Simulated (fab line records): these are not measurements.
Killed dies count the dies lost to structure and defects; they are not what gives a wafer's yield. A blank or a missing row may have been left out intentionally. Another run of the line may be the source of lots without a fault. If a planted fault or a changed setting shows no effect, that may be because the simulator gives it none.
A struck lot beside a sound one ; flow sky130 ; 20 out of 708 route steps
Sound: these wafers, L751.4, L751.5, L751.6. Wafers struck: L759.5, L759.6. Last of all comes the cause.
For every step that has rows: the tool of each side, followed by ch and its chambers, followed by its first start. Under that, the readings that differ: sound wafers ; struck wafers ; difference of the means ; sigmas: that difference in standard deviations of wafers without a fault.
alike: a reading whose means differ by less than 2 such deviations, as well as words and numbers matching on both sides. not compared: withheld readings; readings where some wafer has no value; bounds like >300 that might hide an equal value; numbers whose values overlap and for which the record gives no deviation.
A row with sigmas, a row that says differs or no value, or rows on one side alone: a step with any of these is where the two part. Numbers that have no deviation but don't overlap get no sigmas and don't part them. A reading missing from all wafers of one side parts the sides only when that side holds two or more wafers.

first, 1 step without rows for these wafers: SKY_LDD_LDN_IMPLANT_11.
SKY_LDD_LDN_STRIP_12: strips in O2/N2.
  sound on plasma_asher-01 ch 0,1, day 25 10:03; struck on plasma_asher-01 ch 0,1, day 28 10:25
  alike: drypump_motor_current_A, oes_product_au, strip_time_to_endpoint_s
  not compared: rf_hours_counter_h
SKY_LDD_LDN_TW_MEAS_13:
  sound: film_metro-04 at day 25 10:09; struck: film_metro-03 at day 28 10:30
  alike: LDD_LDN_TW
then, 2 steps without rows for these wafers: SKY_LDD_LDN_CLEAN_14 (cleans in SC1/SC2, time 150 s); SKY_SPACER_CVD_00 (deposits Si3N4 from DCS/NH3, target thk 43.1 nm, time 740 s).
SKY_SPACER_THK_MEAS_01:
  sound: film_metro-01 at day 25 13:29; struck: film_metro-03 at day 28 11:57
reading;sound;struck;difference;sigmas
SPACER_CVD_00_THK (nm);43.5 43.3 43.8;42.8 42.5;-0.9;-2
SKY_SPACER_ETCHBACK_02: etches Si3N4 in CH3F/O2, stops on SiO2, time 46.7 s, target depth 45 nm.
  sound on rie_diel-02 ch 2,3, day 25 13:31; struck on rie_diel-03 ch 0,1, day 28 11:59
reading;sound;struck;difference;sigmas
oes_product_au (a.u.);0.860 0.858 0.867;0.848 0.842;-0.017;-3
  alike: drypump_motor_current_A, throttle_valve_pct
  not compared: rf_hours_counter_h
then, 5 steps without rows for these wafers: SKY_POLY_CUT_DEHYDRATE_00 (time 60 s); SKY_POLY_CUT_HMDS_01 (prime time 60 s); SKY_POLY_CUT_COAT_02 (resist thk 60 nm); SKY_POLY_CUT_COAT_03 (resist thk 450 nm); SKY_POLY_CUT_SOFTBAKE_04 (time 90 s).
SKY_POLY_CUT_EXPOSE_05: exposes mask NPCM, target cd 270 nm.
  sound on krf_scanner-02 ch 0, day 26 04:20; struck on krf_scanner-02 ch 0, day 29 02:09
  alike: mask
then, 2 steps without rows for these wafers: SKY_POLY_CUT_PEB_06; SKY_POLY_CUT_DEVELOP_07 (develop time 60 s).
SKY_POLY_CUT_CD_MEAS_08: the cd target is 270 nm.
  sound: cd_sem-01 at day 26 18:41; struck: cd_sem-02 at day 29 15:58
reading;sound;struck;difference;sigmas
cd_nm (nm);269.3 270.7 270.7;254.3 254.1;-16.0;-11
SKY_POLY_CUT_OVL_MEAS_09:
  sound: overlay-02 at day 26 18:46; struck: overlay-02 at day 29 16:02
  alike: POLY_CUT_OVL
SKY_POLY_CUT_ETCH_10: etches BARC in N2/H2, stops on SiO2, time 45.9 s, target depth 60 nm.
  sound on rie_diel-04 ch 0,2,3, day 26 18:47; struck on rie_diel-02 ch 0,3, day 29 16:04
reading;sound;struck;difference;sigmas
model.POLY_CUT.cd_nm (nm);269.9 269.8 270.8;253.3 254.7;-16.2;
  alike: drypump_motor_current_A, oes_product_au, throttle_valve_pct
  not compared: rf_hours_counter_h
SKY_POLY_CUT_ETCH_11: etches Si3N4 in CF4/CH2F2/Ar, stops on poly-Si, time 42.5 s, target depth 60 nm.
  sound on rie_diel-04 ch 0,2,3, day 26 18:49; struck on rie_diel-02 ch 0,3, day 29 16:07
reading;sound;struck;difference;sigmas
model.POLY_CUT.cd_nm (nm);269.9 269.7 270.8;253.4 254.9;-16.0;
  alike: drypump_motor_current_A, oes_product_au, throttle_valve_pct
  not compared: rf_hours_counter_h
SKY_POLY_CUT_STRIP_12: strips in O2/N2.
  sound on plasma_asher-03 ch 0,1, day 26 18:53; struck on plasma_asher-01 ch 0,1, day 29 16:11
  alike: drypump_motor_current_A, oes_product_au, strip_time_to_endpoint_s
  not compared: rf_hours_counter_h

## WHERE THEY PART
Earliest at SKY_SPACER_THK_MEAS_01; latest, in this record, at SKY_POLY_CUT_CD_MEAS_08. Later steps at which nothing parts them and some readings are alike: SKY_POLY_CUT_OVL_MEAS_09, SKY_POLY_CUT_ETCH_10, SKY_POLY_CUT_ETCH_11, SKY_POLY_CUT_STRIP_12.

WHY: what the simulator had put in
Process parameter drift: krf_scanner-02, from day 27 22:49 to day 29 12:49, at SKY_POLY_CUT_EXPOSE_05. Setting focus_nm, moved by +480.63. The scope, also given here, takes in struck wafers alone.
